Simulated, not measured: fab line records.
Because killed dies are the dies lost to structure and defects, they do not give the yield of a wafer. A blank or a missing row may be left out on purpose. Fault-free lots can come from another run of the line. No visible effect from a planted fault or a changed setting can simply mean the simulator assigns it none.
Check of tool commonality | flow gf180mcu | Sampled: 14 lots, 42 wafers

THE REASON FOR OPENING IT
Of 14 lots, 2 have the reading HV_LDD_4_TW flagged at GF_HV_LDD_TW_MEAS_50. Fault-free wafers read 571, with a standard deviation of 3.9.
Rule: flag the lot when none of its wafers has a number, or when each of its wafers that has one lies beyond 4 standard deviations from that mean. The other lots count as sound.

lot  | measured     | on           | HV_LDD_4_TW, wafer by wafer | flag
L279 | day 12 11:20 | filmMetro-02 | 571 569 565                 | 
L280 | day 12 13:18 | filmMetro-01 | 568 570 572                 | 
L283 | day 14 04:22 | filmMetro-04 | 572 574 576                 | 
L284 | day 14 14:33 | filmMetro-04 | 570 569 575                 | 
L287 | day 15 13:24 | filmMetro-04 | 539 539 541                 | FLAGGED
L288 | day 15 17:42 | filmMetro-01 | 535 533 535                 | FLAGGED
L290 | day 16 04:35 | filmMetro-01 | 572 575 571                 | 
L296 | day 18 03:01 | filmMetro-01 | 572 572 573                 | 
L297 | day 18 11:04 | filmMetro-01 | 573 569 571                 | 
L298 | day 18 20:42 | filmMetro-01 | 571 572 570                 | 
L299 | day 19 05:12 | filmMetro-04 | 571 577 573                 | 
L300 | day 19 10:38 | filmMetro-01 | 571 577 573                 | 
L301 | day 19 19:05 | filmMetro-02 | 567 568 569                 | 
L302 | day 20 15:21 | filmMetro-02 | 568 570 569                 | 
The mean of the flagged lots' numbers is 537, -34 from the usual (-9 standard deviations).

EACH LOT AND THE TOOL IT RAN ON
The record holds 1 process step before the reading, out of a route of 602 steps. Read each cell as the tool, then ch plus the chambers that the sampled wafers visited, then the start.
lot  | flag    | GF_HV_LDD_IMPLANT_48
L279 |         | implanter-01 ch 0, day 12 11:06
L280 |         | implanter-04 ch 0, day 12 13:05
L283 |         | implanter-04 ch 0, day 14 04:07
L284 |         | implanter-01 ch 0, day 14 14:18
L287 | FLAGGED | implanter-04 ch 0, day 15 13:11
L288 | FLAGGED | implanter-04 ch 0, day 15 17:29
L290 |         | implanter-01 ch 0, day 16 04:20
L296 |         | implanter-02 ch 0, day 18 02:46
L297 |         | implanter-04 ch 0, day 18 10:51
L298 |         | implanter-02 ch 0, day 18 20:27
L299 |         | implanter-02 ch 0, day 19 04:57
L300 |         | implanter-02 ch 0, day 19 10:23
L301 |         | implanter-02 ch 0, day 19 18:52
L302 |         | implanter-02 ch 0, day 20 15:08
What the steps here do:
- GF_HV_LDD_IMPLANT_48
- GF_HV_LDD_TW_MEAS_50

FLAGGED OVER TOTAL, TOOL BY TOOL (the gauges that took the reading come last)
step                 | tool         | lots run | flagged | share of the flagged lots | sound lots run after its first flagged lot
GF_HV_LDD_IMPLANT_48 | implanter-01 | 3        | 0       | none                      | -
GF_HV_LDD_IMPLANT_48 | implanter-02 | 6        | 0       | none                      | -
GF_HV_LDD_IMPLANT_48 | implanter-04 | 5        | 2       | all                       | 1 (L297)
GF_HV_LDD_TW_MEAS_50 | filmMetro-01 | 7        | 1       | some                      | 5 (L290,L296,L297,L298,L300)
GF_HV_LDD_TW_MEAS_50 | filmMetro-02 | 3        | 0       | none                      | -
GF_HV_LDD_TW_MEAS_50 | filmMetro-04 | 4        | 1       | some                      | 1 (L299)

WHAT THE TABLE PERMITS
In the table, 1 row covers all flagged lots: implanter-04 at GF_HV_LDD_IMPLANT_48.
- implanter-04 at GF_HV_LDD_IMPLANT_48: 2 of its 5 lots flagged. Sound lots followed the first flagged one (L297) on it, something a lasting fault affecting the whole tool could not allow. Its own readings (beamOnS, faradayCurrentUA) fall more than 4 standard deviations out on all wafers of the flagged lots.
None of the table's rows ran every flagged lot and, after the first, no sound lot.

WHAT THE SIMULATOR HAD PUT IN
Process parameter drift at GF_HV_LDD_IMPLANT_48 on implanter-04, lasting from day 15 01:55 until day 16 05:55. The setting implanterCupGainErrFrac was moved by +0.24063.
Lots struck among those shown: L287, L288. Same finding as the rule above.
